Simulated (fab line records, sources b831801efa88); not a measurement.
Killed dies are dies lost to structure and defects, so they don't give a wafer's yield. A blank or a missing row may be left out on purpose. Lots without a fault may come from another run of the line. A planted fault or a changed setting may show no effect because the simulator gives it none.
Chamber matching | flow gf180mcu | GF_POLY_GATE_ETCH_13 on rie_si-01: 4 sister chambers
The step etches poly-Si in HBr/Cl2, stops on SiO2, target depth 198.5 nm, time 69.6 s. 7 wafers are shown with their chamber, then 7 later ones without.

WAFERS WITH THEIR CHAMBER
wafer  | chamber | oes_product_au (a.u.) | throttle_valve_pct (%)
L541.6 | 3       | 0.994                 | 33.684
L550.5 | 2       | 0.996                 | 33.673
L551.3 | 1       | 1.001                 | 33.686
L551.4 | 2       | 1.006                 | 33.693
L551.5 | 0       | 1.007                 | 33.679
L555.3 | 1       | 1.006                 | 33.690
L555.4 | 0       | 1.006                 | 33.674

WAFERS WITHOUT THEIR CHAMBER
wafer  | oes_product_au (a.u.) | throttle_valve_pct (%)
L555.6 | 1.002                 | 33.679
L556.1 | 1.003                 | 33.703
L556.4 | 1.001                 | 33.675
L556.6 | 0.995                 | 33.684
L560.3 | 1.004                 | 33.677
L560.4 | 0.986                 | 33.688
L560.6 | 0.983                 | 33.684

WHICH CHAMBER EACH WENT THROUGH
wafer  | from the rows above               | in truth
L555.6 | can't be placed: 2 or 0 or 1 or 3 | 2
L556.1 | can't be placed: 1 or 2 or 3 or 0 | 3
L556.4 | can't be placed: 2 or 0 or 1 or 3 | 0
L556.6 | can't be placed: 3 or 2 or 1      | 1
L560.3 | can't be placed: 0 or 2 or 1 or 3 | 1
L560.4 | can't be placed: 3 or 2           | 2
L560.6 | can't be placed: 3 or 2           | 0
Placed correctly: 0 of 7. Can't be placed from these rows: 7 (the true chamber is among the candidates in 6). Placed wrongly: 0.
How it was worked out, from the rows above alone: a wafer's distance from a chamber is the root of the sum, over the readings, of the square of ((its reading less the chamber's mean) divided by the reading's scatter). The wafer belongs to the nearest chamber; if the next one is less than 2 further off, it can't be placed. A chamber's mean is the mean of its shown wafers. The scatter: the root of (the sum of the squares of (reading less its chamber's mean) over the shown wafers, divided by (wafers less chambers)).
